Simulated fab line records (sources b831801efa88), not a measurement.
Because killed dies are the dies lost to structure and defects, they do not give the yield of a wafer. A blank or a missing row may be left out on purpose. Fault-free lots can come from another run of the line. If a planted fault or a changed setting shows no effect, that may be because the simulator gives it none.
Code-filled problem report in 8D (eight disciplines) form	flow sky130	the parts of the form that need people (team, actions taken, sign-off) are left out

## 1. THE PROBLEM
Mean POLY_GATE_CVD_00_THK at SKY_POLY_GATE_THK_MEAS_01: 144.7 nm over 9 wafers in 3 lots; fault-free wafers: 180.2 nm, standard deviation 1.5. That is -24 standard deviations from the usual mean.
First seen on wafer L376.3, day 18 09:08, on filmMetro-03. At this step, 33 wafers from 11 lots have a number in the record. Rule for "out", or "out of limits": more than 4 standard deviations from the usual mean. The other wafers with a number count as sound.

## 2. WHAT IT IS AND WHAT IT IS NOT
question	is	is not
which readings at this step	POLY_GATE_CVD_00_THK	-
which lots	L376, L377, L378	L365, L366, L374, L375, L385, L386, L387, L388
which wafers of those lots	all that have a number	-
read on which gauges	filmMetro-02, filmMetro-03	filmMetro-04
when	from day 18 09:08	up to then (12 sound wafers); but 12 sound wafers of L385, L386, L387, L388 came after

## 3. WHAT RULES OUT EACH SUSPECT
Counting: a tool stays on the suspect list if, at a process step up to the reading, it processed all lots that are out and no sound lot following the first of them.
- the gauge at SKY_POLY_GATE_THK_MEAS_01 is ruled out. Those wafers that are out were read across 2 gauges (filmMetro-02, filmMetro-03).
- lpcvd-01 at SKY_POLY_GATE_CVD_00 (deposits poly-Si, target thk 180 nm, time 720 s): ruled out as a lasting fault. After its first lot that is out, L376 (day 18 07:55), sound lots L385, L386, L387, L388 ran on it.
Left after counting: nothing in the record.

## 4. THE CAUSE (what the simulator had put in)
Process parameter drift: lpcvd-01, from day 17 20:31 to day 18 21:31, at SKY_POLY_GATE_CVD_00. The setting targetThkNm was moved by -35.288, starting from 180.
It was ruled out by counting, in error; the rule expects a fault to strike all lots run on its tool from its start on, and this fault did not.

## 5. THE EFFECT CHAIN, in route order
Rows list readings where the struck wafers' mean (over those with a number) sits beyond 3 standard deviations from the usual. Readings are gone through only where the record gives a usual standard deviation; hours: the median, over the lots, of the time from a lot's start at the first step in this table giving one to that lot's start at this step; sigmas: the change measured in usual standard deviations.
hours	step	reading	usual	on struck wafers	change	sigmas
0	SKY_POLY_GATE_THK_MEAS_01	POLY_GATE_CVD_00_THK	180.2 nm	144.7	-35.5	-24
67	SKY_POLY_GATE_ETCH_17	oesProductAu	0.990 a.u.	0.853	-0.137	-19
Process steps it contains:
- SKY_POLY_GATE_ETCH_17: etches poly-Si in HBr/Cl2, stops on SiO2, target depth 180 nm, time 70.5 s.
At these later measuring or inspecting steps, every struck wafer for which the step has a row has a number for every such reading, and none has moved that far: SKY_METAL1_THK_MEAS_06.

## 6. HOW IT WOULD HAVE BEEN CAUGHT EARLIER
The first out-of-limits reading at a measuring or inspecting step in this record came at day 18 09:08, 13 hours after the fault's start at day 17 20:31.
